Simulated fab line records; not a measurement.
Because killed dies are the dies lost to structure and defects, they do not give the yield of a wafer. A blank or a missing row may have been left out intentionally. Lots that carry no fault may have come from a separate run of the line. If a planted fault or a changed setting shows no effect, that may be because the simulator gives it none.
Chamber matching | flow gf180mcu | GF_SAB_CVD_00 on pecvd-01: 3 sister chambers
The step deposits SiO2 from TEOS, target thk 50 nm, time 4.9302 s. 14 wafers are shown with their chamber, then 7 later ones without.

== WAFERS PAIRED WITH THEIR CHAMBERS ==
wafer  | chamber | heater power w (W) | susceptor temp C (C)
L819.2 | 1       | 515                | 400.04
L819.4 | 0       | 645                | 400.05
L819.5 | 2       | 715                | 399.95
L820.3 | 1       | 605                | 400.17
L820.4 | 0       | 699                | 399.88
L820.5 | 1       | 626                | 400.01
L823.1 | 1       | 638                | 399.82
L823.3 | 0       | 703                | 399.98
L823.6 | 1       | 632                | 400.11
L826.1 | 0       | 707                | 399.74
L826.3 | 1       | 483                | 399.91
L826.4 | 1       | 503                | 399.81
L829.1 | 0       | 686                | 399.88
L829.5 | 0       | 667                | 400.08

SIGNATURES (averages over the wafers above)
reading          | chamber 0 | chamber 1 | chamber 2 | scatter within a chamber
heater power w   | 684.50    | 571.71    | 715.00    | 52.9
susceptor temp C | 399.9350  | 399.9814  | 399.9500  | 0.134
Rule: a wafer lies at a distance from a chamber equal to the root of the sum of squares, over the readings, of (its reading less the chamber's mean, divided by the reading's scatter). If the next closest chamber is less than 2 further off than the closest, the wafer can't be placed; otherwise it belongs to the closest. The scatter: the root of (the sum of the squares of (reading less its chamber's mean) over the shown wafers, divided by (wafers less chambers)).

== WAFERS WHOSE CHAMBER IS MISSING ==
wafer  | heater power w (W) | susceptor temp C (C)
L829.6 | 697                | 400.06
L831.1 | 654                | 400.74
L831.2 | 556                | 399.96
L831.4 | 656                | 399.57
L833.1 | 575                | 400.46
L833.2 | 756                | 400.18
L833.6 | 727                | 400.00

== THE CHAMBER EACH PASSED THROUGH ==
wafer  | from the rows above          | in truth
L829.6 | can't be placed: 2 or 0 or 1 | 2
L831.1 | can't be placed: 1 or 2 or 0 | 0
L831.2 | 1                            | 1
L831.4 | can't be placed: 0 or 2 or 1 | 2
L833.1 | can't be placed: 1 or 0 or 2 | 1
L833.2 | can't be placed: 2 or 0 or 1 | 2
L833.6 | can't be placed: 2 or 0      | 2
Correct placement for 1 of the 7. Can't be placed from these rows: 6 (the true chamber is among the candidates in 6). Wrongly placed: 0.
